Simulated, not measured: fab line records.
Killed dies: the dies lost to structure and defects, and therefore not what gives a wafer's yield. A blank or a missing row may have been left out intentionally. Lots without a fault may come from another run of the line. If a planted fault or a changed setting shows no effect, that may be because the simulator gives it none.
Matching of chambers | flow sky130 | 4 sister chambers for SKY_POLY_CUT_ETCH_11 on rie-diel-03
The step etches Si3N4 in CF4/CH2F2/Ar, stops on poly-Si, time 42.5 s, target depth 60 nm. 22 wafers are shown with their chamber, then 11 later ones without.

## EACH WAFER AND ITS CHAMBER
wafer  | chamber | drypump-motor-current-A (A) | throttle-valve-pct (%) | oes-product-au (a.u.)
L074.2 | 2       | 6.3                         | 14.998                 | 0.831
L074.4 | 0       | 5.6                         | 15.003                 | 0.835
L074.5 | 0       | 5.6                         | 14.981                 | 0.837
L077.1 | 1       | 5.6                         | 14.983                 | 0.819
L077.4 | 3       | 5.9                         | 14.983                 | 0.821
L077.6 | 2       | 6.3                         | 14.994                 | 0.821
L078.2 | 1       | 5.5                         | 14.999                 | 0.828
L078.3 | 2       | 6.3                         | 14.975                 | 0.827
L078.4 | 3       | 5.9                         | 14.979                 | 0.826
L079.1 | 1       | 5.5                         | 15.008                 | 0.822
L079.3 | 0       | 5.6                         | 14.994                 | 0.825
L079.5 | 2       | 6.3                         | 14.989                 | 0.823
L080.1 | 2       | 6.3                         | 15.003                 | 0.818
L080.4 | 0       | 5.6                         | 14.983                 | 0.822
L080.6 | 1       | 5.6                         | 15.006                 | 0.831
L084.2 | 0       | 5.6                         | 15.000                 | 0.826
L084.4 | 0       | 5.6                         | 15.001                 | 0.824
L084.6 | 3       | 5.9                         | 15.005                 | 0.818
L089.1 | 2       | 6.3                         | 14.999                 | 0.833
L089.2 | 3       | 5.9                         | 14.996                 | 0.833
L089.3 | 1       | 5.6                         | 15.006                 | 0.827
L090.2 | 3       | 5.9                         | 14.985                 | 0.839

SIGNATURES (means of the wafers above)
reading                 | chamber 0 | chamber 1 | chamber 2 | chamber 3 | scatter within a chamber
drypump-motor-current-A | 5.600     | 5.560     | 6.300     | 5.900     | 0.0258
throttle-valve-pct      | 14.99367  | 15.00040  | 14.99300  | 14.98960  | 0.0101
oes-product-au          | 0.82817   | 0.82540   | 0.82550   | 0.82740   | 0.00648
Rule: distance of a wafer from a chamber = root of the sum over the readings of ((wafer's reading minus chamber's mean) / reading's scatter) squared. If the next closest chamber is less than 2 further off than the closest, the wafer can't be placed; otherwise it belongs to the closest. The scatter: take each reading less its chamber's mean, square it, sum over the shown wafers, divide by the number of wafers less the number of chambers, and take the root.

## WAFERS WITHOUT THEIR CHAMBER
wafer  | drypump-motor-current-A (A) | throttle-valve-pct (%) | oes-product-au (a.u.)
L090.4 | 5.6                         | 15.004                 | 0.837
L090.6 | 5.5                         | 14.990                 | 0.832
L091.1 | 6.3                         | 14.991                 | 0.837
L091.3 | 5.6                         | 14.996                 | 0.833
L091.6 | 5.6                         | 15.005                 | 0.835
L092.4 | 5.6                         | 15.007                 | 0.824
L092.5 | 5.6                         | 14.995                 | 0.819
L092.6 | 6.3                         | 15.004                 | 0.816
L095.1 | 5.9                         | 14.974                 | 0.815
L095.4 | 6.3                         | 14.984                 | 0.820
L095.6 | 5.5                         | 14.990                 | 0.827

## CHAMBER TAKEN BY EACH
wafer  | from the rows above     | in truth
L090.4 | can't be placed: 0 or 1 | 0
L090.6 | can't be placed: 1 or 0 | 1
L091.1 | 2                       | 2
L091.3 | can't be placed: 0 or 1 | 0
L091.6 | can't be placed: 0 or 1 | 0
L092.4 | can't be placed: 0 or 1 | 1
L092.5 | can't be placed: 0 or 1 | 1
L092.6 | 2                       | 2
L095.1 | 3                       | 3
L095.4 | 2                       | 2
L095.6 | can't be placed: 1 or 0 | 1
Correct placement for 4 of the 11. Not placeable from these rows: 7 (in 7, the candidates include the true chamber). 0 placed wrongly.
